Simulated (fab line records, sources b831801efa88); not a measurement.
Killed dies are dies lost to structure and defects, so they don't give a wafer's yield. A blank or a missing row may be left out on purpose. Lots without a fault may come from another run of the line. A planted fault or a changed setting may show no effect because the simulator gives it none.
Which tool did it? | flow sky130 | 12 lots, 36 wafers sampled, at 6 steps of a route of 708

WHAT THE GAUGES READ, wafer by wafer
SKY_FIELD_ISO_THK_MEAS_25.
lot  | measured    | on            | FIELD_ISO_CVD_24_THK (nm)
L781 | day 2 06:49 | film_metro-04 | 607 600 598
L782 | day 2 12:04 | film_metro-04 | 602 594 605
L783 | day 2 16:45 | film_metro-02 | 598 594 593
L785 | day 3 02:56 | film_metro-02 | 606 606 597
L786 | day 3 07:50 | film_metro-01 | 585 590 587
L787 | day 3 12:49 | film_metro-04 | 601 600 593
L789 | day 3 23:02 | film_metro-01 | 598 599 602
L798 | day 5 22:27 | film_metro-01 | 593 593 600
L799 | day 6 02:24 | film_metro-01 | 592 598 599
L801 | day 6 17:21 | film_metro-02 | 590 594 595
L802 | day 6 20:07 | film_metro-04 | 580 589 587
L804 | day 7 05:53 | film_metro-04 | 598 598 598

SKY_DNWELL_TW_MEAS_09.
lot  | measured    | on            | DNWELL_TW
L781 | day 3 02:00 | film_metro-03 | 1113 1120 1123
L782 | day 3 07:23 | film_metro-03 | 1113 1115 1115
L783 | day 3 11:52 | film_metro-03 | 1117 1117 1115
L785 | day 3 22:46 | film_metro-03 | 1113 1112 1116
L786 | day 4 03:21 | film_metro-03 | 1115 1113 1119
L787 | day 4 09:05 | film_metro-01 | 1110 1112 1110
L789 | day 4 20:15 | film_metro-03 | 1115 1123 1116
L798 | day 6 21:55 | film_metro-01 | 1123 1116 1122
L799 | day 7 01:45 | film_metro-02 | 1109 1100 1105
L801 | day 7 17:55 | film_metro-02 | 1108 1117 1113
L802 | day 7 20:01 | film_metro-02 | 1110 1108 1116
L804 | day 8 08:34 | film_metro-03 | 1116 1117 1118

SKY_VT_ADJUST_HVTP_CD_MEAS_07: target cd 380 nm.
lot  | measured     | on        | cd_nm (nm)
L781 | day 5 20:25  | cd_sem-01 | 379.7 378.7 379.5
L782 | day 6 04:35  | cd_sem-02 | 379.3 377.5 376.9
L783 | day 6 08:46  | cd_sem-01 | 378.6 382.4 381.7
L785 | day 6 21:41  | cd_sem-01 | 377.8 377.9 379.7
L786 | day 6 23:54  | cd_sem-02 | 381.0 381.7 378.3
L787 | day 7 09:41  | cd_sem-01 | 377.9 377.4 379.8
L789 | day 7 20:40  | cd_sem-02 | - - -
L798 | day 10 10:23 | cd_sem-02 | 384.1 382.7 383.9
L799 | day 10 15:33 | cd_sem-01 | 380.1 381.2 379.6
L801 | day 11 10:42 | cd_sem-01 | 381.8 380.6 379.1
L802 | day 11 16:04 | cd_sem-01 | 377.1 377.9 380.5
L804 | day 12 04:56 | cd_sem-01 | 382.1 382.5 382.4

SKY_VT_ADJUST_HVTP_TW_MEAS_11.
lot  | measured     | on            | VT_ADJUST_HVTP_TW
L781 | day 5 20:49  | film_metro-02 | 1370 1369 1371
L782 | day 6 05:00  | film_metro-03 | 1360 1362 1355
L783 | day 6 09:10  | film_metro-03 | 1363 1358 1354
L785 | day 6 22:05  | film_metro-04 | 1344 1348 1337
L786 | day 7 00:19  | film_metro-03 | 1371 1349 1357
L787 | day 7 10:06  | film_metro-04 | 1353 1355 1351
L789 | day 7 21:04  | film_metro-04 | 30 30 30 30 30 30
L798 | day 10 10:47 | film_metro-03 | 1383 1382 1387
L799 | day 10 15:58 | film_metro-04 | 1343 1342 1352
L801 | day 11 11:07 | film_metro-03 | 1387 1394 1377
L802 | day 11 16:27 | film_metro-03 | 1379 1384 1385
L804 | day 12 05:20 | film_metro-02 | 1358 1363 1373

WHICH TOOL RAN EACH LOT (tool, then ch and the chambers of the sampled wafers, then the start)
lot  | SKY_PWDE_STRIP_09                   | SKY_VT_ADJUST_HVTP_EXPOSE_04
L781 | plasma_asher-03 ch 0,1, day 3 17:14 | iline_stepper-02 ch 0, day 5 11:30
L782 | plasma_asher-03 ch 0,1, day 3 23:02 | iline_stepper-01 ch 0, day 5 20:30
L783 | plasma_asher-04 ch 0,1, day 4 04:13 | iline_stepper-02 ch 0, day 5 23:56
L785 | plasma_asher-04 ch 0,1, day 4 16:04 | iline_stepper-02 ch 0, day 6 13:13
L786 | plasma_asher-01 ch 0,1, day 4 18:59 | iline_stepper-02 ch 0, day 6 15:08
L787 | plasma_asher-04 ch 0,1, day 5 02:08 | iline_stepper-01 ch 0, day 6 23:40
L789 | plasma_asher-04 ch 0,1, day 5 13:07 | iline_stepper-02 ch 0, day 7 12:04
L798 | plasma_asher-04 ch 0,1, day 7 16:24 | iline_stepper-02 ch 0, day 9 23:29
L799 | plasma_asher-01 ch 0,1, day 7 20:43 | iline_stepper-01 ch 0, day 10 04:33
L801 | plasma_asher-01 ch 0,1, day 8 14:23 | iline_stepper-02 ch 0, day 10 22:58
L802 | plasma_asher-03 ch 0,1, day 8 17:10 | iline_stepper-01 ch 0, day 11 04:28
L804 | plasma_asher-03 ch 0,1, day 9 05:41 | iline_stepper-02 ch 0, day 11 16:39
- SKY_PWDE_STRIP_09: strips in O2/N2.
- SKY_VT_ADJUST_HVTP_EXPOSE_04: exposes mask HVTPM, target cd 380 nm.

WHAT THE TOOLS THEMSELVES READ (means of the sampled wafers that have a number; where no wafer has one, the mark that the record gives instead)
SKY_PWDE_STRIP_09.
lot  | tool            | drypump_motor_current_A (A) | oes_product_au (a.u.) | strip_time_to_endpoint_s (s)
L781 | plasma_asher-03 | 5.6                         | 0.717                 | 37.02
L782 | plasma_asher-03 | 5.5                         | 0.723                 | 36.98
L783 | plasma_asher-04 | 5.9                         | 0.726                 | 36.86
L785 | plasma_asher-04 | 6.0                         | 0.721                 | 36.92
L786 | plasma_asher-01 | 5.3                         | 0.722                 | 36.78
L787 | plasma_asher-04 | 6.0                         | 0.721                 | 36.86
L789 | plasma_asher-04 | 5.9                         | 0.721                 | 37.05
L798 | plasma_asher-04 | 5.9                         | 0.722                 | 36.85
L799 | plasma_asher-01 | 5.7                         | 0.722                 | 36.87
L801 | plasma_asher-01 | 5.3                         | 0.723                 | 36.88
L802 | plasma_asher-03 | 5.6                         | 0.719                 | 36.77
L804 | plasma_asher-03 | 5.5                         | 0.720                 | 36.74

THE ANSWER, worked out from the rows above alone
Rule: what is usual is taken from the lots themselves. Put in order of their means at a reading, lots are off if they are a third of the lots or fewer, leave a main group of 4 or more, and stand apart from it by a gap of 3 or more times the standard deviation of the main group's means; of several such gaps the widest counts. A main group whose means are all the same, to the digits that the tables above print for the reading, isn't used. A lot without any number at a reading at which 4 lots or more have one is off too. The other lots that the step has rows for count as sound. The gauges are gone through in route order, then the tools' own readings, and for those a lot's mean is taken as printed above. The first step at which some lot is off is used, and at that step the reading that is off furthest; a lot without a number counts as furthest.
Off: L789, at SKY_VT_ADJUST_HVTP_CD_MEAS_07 (cd_nm). Without a number there: L789. The main group: mean 380.0 nm, standard deviation 1.7.
A tool fits if, at a process step before that reading, it ran every lot that is off, and no sound lot after the first of them. The gauges at SKY_VT_ADJUST_HVTP_CD_MEAS_07 aren't tried: what is off there is off at SKY_VT_ADJUST_HVTP_TW_MEAS_11 too, on other tools, and a gauge's error can't cause that. None of those tried fits.

WHAT THE SIMULATOR HAD PUT IN
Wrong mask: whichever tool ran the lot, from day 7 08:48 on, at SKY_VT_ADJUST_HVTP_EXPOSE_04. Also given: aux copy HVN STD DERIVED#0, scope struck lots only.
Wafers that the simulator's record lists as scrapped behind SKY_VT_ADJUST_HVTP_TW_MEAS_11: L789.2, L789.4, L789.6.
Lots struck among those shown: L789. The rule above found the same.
